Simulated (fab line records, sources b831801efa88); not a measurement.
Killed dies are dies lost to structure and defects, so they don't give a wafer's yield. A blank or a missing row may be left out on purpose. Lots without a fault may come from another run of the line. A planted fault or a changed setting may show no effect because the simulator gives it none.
Which tool did it? | flow gf180mcu | 14 lots, 42 wafers sampled, at 5 steps of a route of 602

WHAT THE GAUGES READ, wafer by wafer
GF_DUAL_GATE_THK_MEAS_03. Usual: DUAL_GATE_OXIDATION_00_THK 10.79 nm, standard deviation 0.23.
lot  | measured     | on            | DUAL_GATE_OXIDATION_00_THK (nm) | flag
L177 | day 7 15:48  | film_metro-02 | 10.91 10.83 10.84               |
L178 | day 7 19:52  | film_metro-02 | 10.91 11.01 11.03               |
L179 | day 8 11:35  | film_metro-03 | 10.34 10.48 10.59               |
L181 | day 8 17:43  | film_metro-01 | 10.42 10.57 10.33               |
L180 | day 8 19:10  | film_metro-03 | 11.00 10.86 10.86               |
L182 | day 9 01:46  | film_metro-03 | 10.93 11.03 10.94               |
L183 | day 9 08:46  | film_metro-03 | 11.25 11.23 11.42               |
L186 | day 10 01:27 | film_metro-03 | 10.91 10.91 10.89               |
L187 | day 10 10:34 | film_metro-01 | 10.70 10.73 10.70               |
L189 | day 11 00:35 | film_metro-01 | 11.15 10.95 11.02               |
L194 | day 12 11:25 | film_metro-02 | 10.32 10.20 10.10               |
L195 | day 12 16:50 | film_metro-01 | 10.78 10.61 10.75               |
L199 | day 13 19:02 | film_metro-01 | 10.81 10.80 10.87               |
L200 | day 14 01:03 | film_metro-01 | 10.94 10.95 10.79               |

GF_DUAL_GATE_OVL_MEAS_11. Usual: DUAL_GATE_OVL -0.3 nm, standard deviation 1.5.
lot  | measured     | on         | DUAL_GATE_OVL (nm) | flag
L177 | day 8 07:32  | overlay-02 | -1.7 -1.9 -2.3     |
L178 | day 8 12:30  | overlay-01 | 1.1 0.8 2.6        |
L179 | day 9 03:49  | overlay-01 | -0.7 0.4 -1.7      |
L181 | day 9 11:01  | overlay-02 | -1.3 -1.7 0.2      |
L180 | day 9 12:17  | overlay-02 | -1.0 -1.9 -0.4     |
L182 | day 9 19:11  | overlay-02 | 0.7 1.1 0.4        |
L183 | day 10 01:34 | overlay-02 | 1.1 -0.9 -1.0      |
L186 | day 10 19:14 | overlay-01 | -0.9 0.0 0.4       |
L187 | day 11 05:01 | overlay-02 | 0.4 -0.8 1.0       |
L189 | day 11 19:31 | overlay-02 | 1.6 2.7 2.7        |
L194 | day 13 06:49 | overlay-01 | 1.2 1.0 1.4        |
L195 | day 13 12:25 | overlay-01 | -2.3 -1.1 -1.6     |
L199 | day 14 15:28 | overlay-02 | -1.8 -1.3 0.6      |
L200 | day 14 21:14 | overlay-02 | 0.5 1.9 1.3        |

GF_HV_LDD_OVL_MEAS_32. Usual: HV_LDD_02_OVL 0.2 nm, standard deviation 1.5.
lot  | measured     | on         | HV_LDD_02_OVL (nm) | flag
L177 | day 11 12:52 | overlay-02 | 1.1 -0.4 1.2       |
L178 | day 11 19:25 | overlay-01 | 2.3 2.7 3.5        |
L179 | day 12 12:00 | overlay-02 | 2.0 0.6 1.4        |
L181 | day 12 19:29 | overlay-02 | -1.2 0.8 -0.8      |
L180 | day 12 22:15 | overlay-02 | 0.7 2.4 1.8        |
L182 | day 13 04:55 | overlay-02 | -2.0 -1.1 -2.8     |
L183 | day 13 13:16 | overlay-01 | -0.1 -0.3 -1.2     |
L186 | day 14 07:33 | overlay-01 | 0.6 1.8 1.9        |
L187 | day 14 17:54 | overlay-02 | 0.8 2.8 1.8        |
L189 | day 15 09:58 | overlay-02 | -1.4 -0.8 -1.0     |
L194 | day 17 01:50 | overlay-02 | 2.7 1.3 0.5        |
L195 | day 17 08:09 | overlay-01 | 0.2 -0.4 -1.1      |
L199 | day 18 15:54 | overlay-01 | -1.2 -0.6 -1.3     |
L200 | day 18 20:36 | overlay-02 | 1.3 1.8 1.5        |

GF_HV_LDD_CD_MEAS_46: target cd 400 nm. Usual: cd_nm 399.7 nm, standard deviation 2.
lot  | measured     | on        | cd_nm (nm)        | flag
L177 | day 12 08:47 | cd_sem-02 | 397.9 399.5 398.4 |
L178 | day 12 15:11 | cd_sem-02 | 399.0 400.6 399.7 |
L179 | day 13 08:05 | cd_sem-02 | 397.2 398.2 397.4 |
L181 | day 13 16:11 | cd_sem-02 | 397.0 398.6 397.8 |
L180 | day 13 18:19 | cd_sem-01 | 401.9 403.0 398.1 |
L182 | day 14 02:04 | cd_sem-02 | 397.6 400.7 400.5 |
L183 | day 14 09:32 | cd_sem-02 | 401.1 401.0 399.6 |
L186 | day 15 05:12 | cd_sem-02 | 399.1 399.5 399.4 |
L187 | day 15 16:10 | cd_sem-02 | 400.8 402.1 400.7 |
L189 | day 16 08:13 | cd_sem-02 | 398.9 400.4 397.9 |
L194 | day 18 01:35 | cd_sem-01 | - - -             | OFF
L195 | day 18 08:08 | cd_sem-02 | - - -             | OFF
L199 | day 19 17:02 | cd_sem-02 | 401.4 401.3 401.0 |
L200 | day 19 21:47 | cd_sem-02 | 400.1 397.8 397.1 |

WHICH TOOL RAN EACH LOT (tool, then ch and the chambers of the sampled wafers, then the start)
lot  | GF_HV_LDD_COAT_41
L177 | litho_track-03 ch 0, day 11 22:47
L178 | litho_track-02 ch 0, day 12 05:16
L179 | litho_track-04 ch 0, day 12 22:24
L181 | litho_track-04 ch 0, day 13 06:01
L180 | litho_track-04 ch 0, day 13 08:24
L182 | litho_track-03 ch 0, day 13 15:32
L183 | litho_track-04 ch 0, day 13 23:22
L186 | litho_track-04 ch 0, day 14 18:09
L187 | litho_track-03 ch 0, day 15 05:29
L189 | litho_track-04 ch 0, day 15 20:45
L194 | litho_track-04, day 17 13:55
L195 | litho_track-02, day 17 20:02
L199 | litho_track-04 ch 0, day 19 04:37
L200 | litho_track-04 ch 0, day 19 09:46
- GF_HV_LDD_COAT_41: resist thk 1000 nm.

WHAT THE TOOLS THEMSELVES READ (means of the sampled wafers that have a number; where no wafer has one, the mark that the record gives instead)
GF_HV_LDD_COAT_41. Usual: chill_plate_temp_C 23.00 C, standard deviation 0.1; dispense_pressure_kPa 45 kPa, standard deviation 4.4; spin_speed_rpm 3000.4 rpm, standard deviation 1.9.
lot  | tool           | chill_plate_temp_C (C) | dispense_pressure_kPa (kPa) | spin_speed_rpm (rpm) | flag
L177 | litho_track-03 | 22.94                  | 41                          | 3001.5               |
L178 | litho_track-02 | 23.04                  | 54                          | 2998.2               |
L179 | litho_track-04 | 23.06                  | 43                          | 3001.6               |
L181 | litho_track-04 | 22.96                  | 43                          | 3000.4               |
L180 | litho_track-04 | 22.93                  | 43                          | 3001.2               |
L182 | litho_track-03 | 23.00                  | 41                          | 3002.7               |
L183 | litho_track-04 | 22.98                  | 43                          | 2998.7               |
L186 | litho_track-04 | 22.97                  | 43                          | 3002.5               |
L187 | litho_track-03 | 23.12                  | 41                          | 2999.7               |
L189 | litho_track-04 | 23.13                  | 43                          | 2999.6               |
L194 | litho_track-04 | -                      | -                           | -                    | OFF
L195 | litho_track-02 | -                      | -                           | -                    | OFF
L199 | litho_track-04 | 22.98                  | 43                          | 3001.4               |
L200 | litho_track-04 | 23.00                  | 43                          | 3000.1               |

THE ANSWER, worked out from the rows above alone
Rule: a lot is off if the mean of its wafers that have a number lies more than 3 standard deviations from the usual mean. A lot without any number at a reading at which 4 lots or more have one is off too. The other lots that the step has rows for count as sound. The gauges are gone through in route order, then the tools' own readings, and for those a lot's mean is taken as printed above. The first step at which some lot is off is used, and at that step the reading that is off furthest; a lot without a number counts as furthest.
Off: L194, L195, at GF_HV_LDD_CD_MEAS_46 (cd_nm). Without a number there: L194, L195.
A tool fits if, at a process step before that reading, it ran every lot that is off, and no sound lot after the first of them. The gauges at GF_HV_LDD_CD_MEAS_46 aren't tried: what is off there is off at GF_HV_LDD_COAT_41 too, on other tools, and a gauge's error can't cause that. None of those tried fits.

WHAT THE SIMULATOR HAD PUT IN
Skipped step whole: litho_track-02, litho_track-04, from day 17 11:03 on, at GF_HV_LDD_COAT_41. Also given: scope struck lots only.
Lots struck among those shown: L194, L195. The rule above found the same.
